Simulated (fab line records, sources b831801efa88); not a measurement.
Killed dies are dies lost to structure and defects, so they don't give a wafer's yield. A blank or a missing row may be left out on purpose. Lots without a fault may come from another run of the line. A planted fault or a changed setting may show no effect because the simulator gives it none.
Chamber matching | flow sky130 | SKY_FIELD_ISO_ETCH_14 on rie_diel-04: 4 sister chambers
The step etches BARC in N2/H2, stops on SiO2, time 45.9 s, target depth 60 nm. 8 wafers are shown with their chamber, then 8 later ones without.

WAFERS WITH THEIR CHAMBER
wafer  | chamber | drypump_motor_current_A (A) | throttle_valve_pct (%)
L577.2 | 2       | 5.9                         | 13.245
L580.4 | 1       | 6.0                         | 13.227
L583.3 | 3       | 6.0                         | 13.212
L583.5 | 3       | 6.1                         | 13.220
L584.4 | 0       | 5.2                         | 13.211
L584.5 | 1       | 6.0                         | 13.223
L584.6 | 0       | 5.2                         | 13.213
L589.3 | 2       | 5.9                         | 13.235

WAFERS WITHOUT THEIR CHAMBER
wafer  | drypump_motor_current_A (A) | throttle_valve_pct (%)
L589.4 | 6.1                         | 13.221
L589.5 | 6.0                         | 13.225
L590.1 | 6.0                         | 13.226
L590.2 | 6.0                         | 13.219
L590.3 | 6.1                         | 13.226
L596.1 | 6.0                         | 13.204
L596.5 | 5.2                         | 13.235
L596.6 | 6.1                         | 13.241

WHICH CHAMBER EACH WENT THROUGH
wafer  | from the rows above          | in truth
L589.4 | can't be placed: 3 or 1      | 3
L589.5 | 1                            | 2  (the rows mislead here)
L590.1 | 1                            | 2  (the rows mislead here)
L590.2 | can't be placed: 1 or 3      | 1
L590.3 | can't be placed: 3 or 1      | 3
L596.1 | can't be placed: 3 or 1      | 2
L596.5 | 0                            | 0
L596.6 | can't be placed: 1 or 3 or 2 | 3
Placed correctly: 1 of 8. Can't be placed from these rows: 5 (the true chamber is among the candidates in 4). Placed wrongly: 2.
How it was worked out, from the rows above alone: a wafer's distance from a chamber is the root of the sum, over the readings, of the square of ((its reading less the chamber's mean) divided by the reading's scatter). The wafer belongs to the nearest chamber; if the next one is less than 2 further off, it can't be placed. A chamber's mean is the mean of its shown wafers. The scatter: the root of (the sum of the squares of (reading less its chamber's mean) over the shown wafers, divided by (wafers less chambers)).
